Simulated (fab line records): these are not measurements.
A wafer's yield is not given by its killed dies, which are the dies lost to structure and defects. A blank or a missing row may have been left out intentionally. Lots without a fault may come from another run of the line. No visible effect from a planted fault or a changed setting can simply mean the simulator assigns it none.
fab line records    flow gf180mcu
record: lots: 13  wafers: 37  lastDay: 34
route steps=602 shown NWELL@52 LVPWELL@64 VT_IMPLANT@131 HV_LDD@213
lots untouched by any fault: they come from a run of this same line in which no faults occurred
startH: hours from the record's opening day to when the first of the lot's shown wafers began    waitH: how many hours have passed since the lot's step before this one    " same as the row above    L1.1+2: one row covering several wafers at once    - value missing, or start not given    * or withheld: withheld    < > ~ a bound
route shown NAME@n: NAME is a module with steps in the file, n the number in the route of the first one    usual: mean and standard deviation over wafers with no fault    same: alike in all rows    chamber/n: place in a boat    sites: the reading at each site    _std_site: the standard deviation of these    _edge_site: outer sites' mean less inner sites'    radiusMm: for every site, how far away it sits from the centre of the wafer    mask NAME#n: copy n    behind: the tool/chamber that last shaped the wafer    hold: why the lot went on hold/how many hours it stayed there/how the hold came to an end    device: names the non-switching transistor (n, p or np)    end of line: tests run on the same wafers once the route is complete    a step given without rows: its recipe and nothing more    killed: not the wafer's yield, but the dies lost to structure and defects at the first sort    map: the dies of a wafer, with x for killed, . for not killed, _ for no die there
set.NAME: the setting as run; set.NAME@STEP: as run at that earlier step    model.NAME: the simulator's own value behind a step, which no gauge read
a sample of lots followed through the steps of the route, with each step as a table and each wafer as a row
services: the hour from which a tool's chamber was out of use, counted from the record's first day as startH (under 0 if before that day), plus the number of hours and why
== steps ==
step: GF_NWELL_STRIP_10
recipe: chemistry: O2/N2  powerW: 1400  pressureMtorr: 1500  platenTempC: 250  o2FlowSccm: 3000  n2FlowSccm: 300  overashFraction: 0.5
usual: drypumpMotorCurrentA: 5.6/0.45  heaterPowerW: 344/31  oesProductAu: 0.723/0.0049  stripTimeToEndpointS: 36.95/0.094
lot.wafer  tool            chamber  startH  waitH  drypumpMotorCurrentA  heaterPowerW  oesProductAu  rfHoursCounterH  stripTimeToEndpointS
L570.3     plasmaAsher-02  1        65.72   0.1    6.2                   377           0.716         -                36.84
L570.4     "               0        "       "      6.1                   333           0.729         -                36.95
L570.6     "               0        "       "      6.1                   328           0.717         -                36.86
L572.2     plasmaAsher-02  1        81.53   0.1    6.2                   387           0.723         42               36.93
L572.3     "               0        "       "      6.1                   331           0.716         -                36.85
L572.5     "               0        "       "      6.1                   329           0.719         -                36.96
L573.1     plasmaAsher-02  0        85.70   0.1    6.1                   338           0.722         42               37.01
L573.2     "               1        "       "      6.1                   376           0.721         42               36.97
L573.3     "               0        "       "      6.1                   337           0.727         -                37.05
L576.1     plasmaAsher-02  1        101.68  0.1    6.2                   387           0.718         44               36.79
L576.2     "               0        "       "      6.1                   326           0.715         44               36.83
L576.4     "               0        "       "      6.1                   331           0.715         -                36.85
L577.2     plasmaAsher-03  0        107.38  0.1    5.0                   320           0.722         31               36.95
L577.3     "               1        "       "      5.6                   359           0.729         -                36.92
L577.4     "               0        "       "      5.0                   306           0.726         -                36.81
L579.4     plasmaAsher-01  0        116.58  0.1    5.5                   272           0.721         -                36.78
L579.5     "               0        "       "      5.5                   276           0.727         -                36.81
L579.6     "               1        "       "      5.3                   315           0.725         -                36.71
L580.2     plasmaAsher-03  0        122.74  0.1    5.0                   312           0.722         33               36.99
L580.4     "               0        "       "      5.0                   305           0.721         -                36.77
L581.2     plasmaAsher-02  0        127.68  0.1    6.1                   334           0.725         1                36.84
L581.3     "               0        "       "      6.1                   335           0.724         -                36.88
L581.4     "               1        "       "      6.2                   390           0.723         -                36.73
L586.4     plasmaAsher-02  0        154.98  0.1    6.1                   332           0.726         -                37.01
L586.5     "               0        "       "      6.1                   331           0.726         -                36.92
L586.6     "               1        "       "      6.2                   392           0.728         -                37.09
L587.2     plasmaAsher-02  0        160.45  0.1    6.1                   325           0.733         5                37.05
L587.6     "               1        "       "      6.2                   398           0.721         -                36.96
L588.1     plasmaAsher-03  0        167.68  0.1    5.0                   311           0.723         38               37.13
L588.3     "               1        "       "      5.6                   363           0.722         -                37.20
L588.5     "               0        "       "      5.0                   313           0.725         -                37.06
L589.2     plasmaAsher-03  0        173.68  0.1    5.0                   314           0.734         38               36.88
L589.3     "               0        "       "      5.0                   317           0.719         -                36.89
L589.6     "               1        "       "      5.5                   362           0.723         -                36.94
L590.3     plasmaAsher-02  1        182.52  0.1    6.2                   382           0.727         -                36.93
L590.5     "               1        "       "      6.2                   392           0.720         -                36.88
L590.6     "               0        "       "      6.1                   333           0.721         -                36.98
step: GF_LVPWELL_STRIP_10
recipe: chemistry: O2/N2  powerW: 1400  pressureMtorr: 1500  platenTempC: 250  o2FlowSccm: 3000  n2FlowSccm: 300  overashFraction: 0.5
usual: drypumpMotorCurrentA: 5.7/0.4  heaterPowerW: 329/36  oesProductAu: 0.723/0.0044  stripTimeToEndpointS: 36.95/0.098
lot.wafer  tool            chamber  startH  waitH  drypumpMotorCurrentA  heaterPowerW  oesProductAu  rfHoursCounterH  stripTimeToEndpointS
L570.3     plasmaAsher-02  0        79.87   0.1    6.1                   330           0.724         -                36.87
L570.4     "               1        "       "      6.2                   386           0.720         -                36.81
L570.6     "               1        "       "      6.2                   376           0.728         -                36.85
L572.2     plasmaAsher-03  1        95.98   0.1    5.5                   355           0.721         30               36.80
L572.3     "               0        "       "      5.0                   311           0.717         -                36.70
L572.5     "               1        "       "      5.5                   365           0.729         -                36.73
L573.1     plasmaAsher-04  0        100.07  0.1    5.3                   316           0.719         41               36.99
L573.2     "               1        "       "      5.8                   276           0.723         41               36.93
L573.3     "               0        "       "      5.3                   321           0.725         -                36.83
L576.1     plasmaAsher-03  1        116.34  0.1    5.6                   356           0.719         32               36.88
L576.2     "               0        "       "      5.0                   312           0.727         32               36.93
L576.4     "               1        "       "      5.6                   365           0.723         -                36.93
L577.2     plasmaAsher-02  1        122.39  0.1    6.2                   393           0.731         0                36.93
L577.3     "               0        "       "      6.1                   327           0.721         -                36.86
L577.4     "               1        "       "      6.2                   380           0.719         -                36.85
L579.4     plasmaAsher-02  0        132.45  0.1    6.1                   325           0.720         -                36.86
L579.5     "               0        "       "      6.1                   328           0.722         -                36.86
L579.6     "               1        "       "      6.2                   387           0.720         -                36.89
L580.2     plasmaAsher-04  1        138.57  0.1    5.8                   276           0.726         45               36.94
L580.4     "               0        "       "      5.3                   317           0.722         -                36.89
L581.2     plasmaAsher-03  0        142.93  0.1    5.0                   305           0.726         35               36.91
L581.3     "               0        "       "      5.0                   316           0.730         -                36.89
L581.4     "               1        "       "      5.6                   364           0.727         -                36.93
L586.4     plasmaAsher-02  0        171.56  0.1    6.1                   328           0.724         -                37.05
L586.5     "               0        "       "      6.1                   331           0.721         -                37.00
L586.6     "               1        "       "      6.2                   387           0.724         -                36.86
L587.2     plasmaAsher-04  1        177.42  0.1    5.8                   275           0.720         48               36.93
L587.6     "               0        "       "      5.3                   313           0.717         -                36.96
L588.1     plasmaAsher-03  1        184.53  0.1    5.6                   363           0.721         39               36.88
L588.3     "               0        "       "      5.0                   318           0.717         -                36.98
L588.5     "               0        "       "      5.0                   311           0.720         -                37.07
L589.2     plasmaAsher-02  0        191.03  0.1    6.1                   329           0.723         7                36.90
L589.3     "               0        "       "      6.1                   333           0.716         -                36.85
L589.6     "               0        "       "      6.1                   337           0.719         -                36.99
L590.3     plasmaAsher-04  0        200.21  0.1    5.3                   318           0.727         -                36.98
L590.5     "               0        "       "      5.3                   316           0.721         -                37.02
L590.6     "               1        "       "      5.8                   274           0.715         -                36.99
step: GF_VT_IMPLANT_IMPLANT_41
recipe: species: As  energyKev: 70  doseCm2: 1.013e+12  tiltDeg: 7
lot.wafer   tool          chamber  startH  waitH
L570.3+4+6  implanter-02  0        169.20  0.1
L572.2+3+5  implanter-04  0        188.41  0.0
L573.1+2+3  implanter-01  0        193.18  0.0
L576.1+2+4  implanter-01  0        213.70  0.0
L577.2+3+4  implanter-02  0        221.41  0.0
L579.4+5+6  implanter-01  0        232.91  0.1
L580.2+4    implanter-01  0        241.71  0.0
L581.2+3+4  implanter-01  0        246.37  0.0
L586.4+5+6  implanter-04  0        276.70  0.1
L587.2+6    implanter-01  0        284.76  0.0
L588.1+3+5  implanter-04  0        293.18  0.0
L589.2+3+6  implanter-02  0        301.25  0.0
L590.3+5+6  implanter-04  0        310.09  0.1
step: GF_VT_IMPLANT_TW_MEAS_43
usual: VT_IMPLANT_4_TW: 694/4.1
lot.wafer  tool          chamber  startH  waitH  VT_IMPLANT_4_TW
L570.3     filmMetro-01  -        169.42  0.1    698
L570.4     "             -        "       "      699
L570.6     "             -        "       "      700
L572.2     filmMetro-02  -        188.64  0.1    688
L572.3     "             -        "       "      690
L572.5     "             -        "       "      693
L573.1     filmMetro-02  -        193.43  0.1    688
L573.2     "             -        "       "      690
L573.3     "             -        "       "      690
L576.1     filmMetro-04  -        213.95  0.1    696
L576.2     "             -        "       "      701
L576.4     "             -        "       "      700
L577.2     filmMetro-02  -        221.64  0.1    692
L577.3     "             -        "       "      693
L577.4     "             -        "       "      689
L579.4     filmMetro-04  -        233.11  0.1    696
L579.5     "             -        "       "      694
L579.6     "             -        "       "      695
L580.2     filmMetro-01  -        241.94  0.1    674
L580.4     "             -        "       "      671
L581.2     filmMetro-02  -        246.61  0.1    669
L581.3     "             -        "       "      691
L581.4     "             -        "       "      663
L586.4     filmMetro-01  -        276.91  0.1    694
L586.5     "             -        "       "      694
L586.6     "             -        "       "      695
L587.2     filmMetro-02  -        284.99  0.1    668
L587.6     "             -        "       "      684
L588.1     filmMetro-04  -        293.43  0.1    695
L588.3     "             -        "       "      696
L588.5     "             -        "       "      696
L589.2     filmMetro-02  -        301.49  0.1    693
L589.3     "             -        "       "      692
L589.6     "             -        "       "      694
L590.3     filmMetro-01  -        310.31  0.1    697
L590.5     "             -        "       "      699
L590.6     "             -        "       "      697
step: GF_HV_LDD_STRIP_37
recipe: chemistry: O2/N2  powerW: 1400  pressureMtorr: 1500  platenTempC: 250  o2FlowSccm: 3000  n2FlowSccm: 300  overashFraction: 0.5
usual: drypumpMotorCurrentA: 5.43/0.25  heaterPowerW: 310/30  oesProductAu: 0.716/0.0044  stripTimeToEndpointS: 12.62/0.034
lot.wafer  tool            chamber  startH  waitH  drypumpMotorCurrentA  heaterPowerW  oesProductAu  rfHoursCounterH  stripTimeToEndpointS
L570.3     plasmaAsher-03  0        268.92  0.1    5.05                  312           0.719         -                12.57
L570.4     "               1        "       "      5.57                  364           0.720         -                12.60
L570.6     "               0        "       "      5.05                  314           0.727         -                12.60
L572.2     plasmaAsher-04  0        293.10  0.1    5.31                  323           0.715         60               12.62
L572.3     "               0        "       "      5.33                  316           0.708         -                12.61
L572.5     "               1        "       "      5.81                  278           0.724         -                12.59
L573.1     plasmaAsher-03  1        293.29  0.1    5.56                  368           0.717         50               12.64
L573.2     "               0        "       "      5.02                  311           0.722         50               12.68
L573.3     "               0        "       "      5.04                  322           0.716         -                12.60
L576.1     plasmaAsher-04  1        326.73  0.1    5.79                  284           0.713         63               12.61
L576.2     "               0        "       "      5.31                  321           0.724         63               12.63
L576.4     "               0        "       "      5.31                  315           0.714         -                12.64
L577.2     plasmaAsher-04  1        346.43  0.1    5.76                  281           0.715         65               12.61
L577.3     "               1        "       "      5.77                  280           0.723         -                12.63
L577.4     "               0        "       "      5.30                  321           0.714         -                12.65
L579.4     plasmaAsher-03  0        354.10  0.1    5.04                  314           0.711         -                12.62
L579.5     "               0        "       "      5.04                  318           0.715         -                12.60
L579.6     "               1        "       "      5.59                  363           0.713         -                12.56
L581.2     plasmaAsher-03  0        366.93  0.1    5.02                  311           0.720         57               12.57
L581.3     "               0        "       "      5.01                  310           0.712         -                12.55
L581.4     "               1        "       "      5.55                  361           0.715         -                12.61
L580.2     plasmaAsher-04  0        368.41  0.1    5.33                  319           0.710         67               12.65
L580.4     "               0        "       "      5.29                  325           0.710         -                12.62
L586.4     plasmaAsher-01  0        395.03  0.1    5.46                  266           0.720         -                12.60
L586.5     "               1        "       "      5.28                  324           0.706         -                12.59
L586.6     "               0        "       "      5.48                  262           0.722         -                12.61
L587.2     plasmaAsher-04  0        405.51  0.1    5.35                  332           0.720         71               12.59
L587.6     "               1        "       "      5.78                  276           0.719         -                12.62
L588.1     plasmaAsher-04  1        414.30  0.1    5.77                  268           0.710         72               12.68
L588.3     "               0        "       "      5.30                  322           0.719         -                12.67
L588.5     "               1        "       "      5.78                  268           0.709         -                12.63
L589.2     plasmaAsher-03  0        421.46  0.1    5.03                  321           0.723         63               12.67
L589.3     "               1        "       "      5.59                  372           0.719         -                12.67
L589.6     "               0        "       "      5.03                  316           0.720         -                12.63
L590.3     plasmaAsher-01  0        434.25  0.1    5.47                  278           0.716         -                12.64
L590.5     "               0        "       "      5.46                  272           0.709         -                12.62
L590.6     "               1        "       "      5.26                  322           0.719         -                12.64
== services ==
tool            chamber  startH  hours  kind
plasmaAsher-04  -        45.05   1.1    repair
implanter-01    -        70.73   6.1    pm
implanter-01    -        81.93   6.0    repair
implanter-04    -        102.44  2.7    repair
plasmaAsher-02  -        108.75  9.0    pm
implanter-01    -        121.54  4.6    repair
implanter-01    -        129.67  2.9    repair
implanter-04    -        165.39  4.5    pm
implanter-01    -        180.26  6.3    repair
implanter-04    -        189.79  0.8    repair
plasmaAsher-03  -        214.03  15.6   pm
implanter-02    -        230.85  3.4    pm
implanter-02    -        244.51  2.6    repair
plasmaAsher-01  -        247.67  2.8    pm
implanter-01    -        250.17  1.7    repair
plasmaAsher-04  -        257.81  2.4    repair
plasmaAsher-04  -        261.69  0.4    repair
plasmaAsher-04  -        280.03  3.1    repair
implanter-01    -        332.15  9.0    repair
implanter-04    -        340.71  5.4    repair
implanter-04    -        356.37  3.9    repair
implanter-04    -        371.63  2.6    repair
implanter-04    -        395.10  4.0    repair
plasmaAsher-04  -        421.25  9.0    pm
== key ==
firstSign: step: GF_VT_IMPLANT_TW_MEAS_43  reading: VT_IMPLANT_4_TW  direction: down  sigmas: 6  usual: 694  struck: 669
effect none on later readings
metAt GF_VT_IMPLANT_IMPLANT_41
struckLots L580,L581,L587
struckWafers L580.2,L580.4,L581.2,L581.4,L587.2
testerLeftOut L580,L581,L587
notActingAt GF_NWELL_STRIP_10,GF_LVPWELL_STRIP_10,GF_HV_LDD_STRIP_37
onsetBetween 232.91 241.71
fault: kind: processParameterDrift  tool: implanter-01  chamber: -  onsetH: 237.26  steps: GF_VT_IMPLANT_IMPLANT_41  channel: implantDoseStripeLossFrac  offset: 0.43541  shape: step  endH: 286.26  scope: struckWafersOnly
testerLeftOut: of these lots the tester's yield and bins aren't shown, on N5 and GAA mostly nor the transistor test; their killed dies are dies lost to structure and defects alone, not to doping, threshold or leakage, so they don't give the yield
